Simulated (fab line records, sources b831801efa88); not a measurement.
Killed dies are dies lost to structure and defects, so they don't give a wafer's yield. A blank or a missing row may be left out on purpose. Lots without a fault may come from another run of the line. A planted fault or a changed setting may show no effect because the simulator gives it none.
Chamber matching | flow sky130 | SKY_VIA4_ETCH_12 on rie_diel-03: 4 sister chambers
The step etches SiO2 in C4F8/O2/Ar, stops on TiN, target depth 580 nm. 4 wafers are shown with their chamber, then 8 later ones without.

WAFERS WITH THEIR CHAMBER
wafer  | chamber | chamber_pressure_mTorr (mTorr)
L080.1 | 0       | 39.91
L083.5 | 2       | 40.01
L085.5 | 3       | 40.03
L087.1 | 1       | 39.96

WAFERS WITHOUT THEIR CHAMBER
wafer  | chamber_pressure_mTorr (mTorr)
L087.3 | 39.98
L087.4 | 39.91
L090.2 | 39.95
L090.3 | 39.95
L090.4 | 39.97
L097.1 | 40.01
L097.4 | 39.98
L097.5 | 40.01

WHICH CHAMBER EACH WENT THROUGH
wafer  | from the rows above     | in truth
L087.3 | can't be placed: 1 or 2 | 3
L087.4 | 0                       | 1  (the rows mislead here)
L090.2 | 1                       | 1
L090.3 | 1                       | 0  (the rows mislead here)
L090.4 | 1                       | 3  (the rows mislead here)
L097.1 | can't be placed: 2 or 3 | 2
L097.4 | can't be placed: 1 or 2 | 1
L097.5 | can't be placed: 2 or 3 | 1
Placed correctly: 1 of 8. Can't be placed from these rows: 4 (the true chamber is among the candidates in 2). Placed wrongly: 3.
How it was worked out, from the rows above alone: a wafer's distance from a chamber is the root of the sum, over the readings, of the square of ((its reading less the chamber's mean) divided by the reading's scatter). The wafer belongs to the nearest chamber; if the next one is less than 2 further off, it can't be placed. A chamber's mean is the mean of its shown wafers. The scatter: with one shown wafer a chamber, the root of the mean of the squares of how far each hidden wafer lies from its nearest shown one.
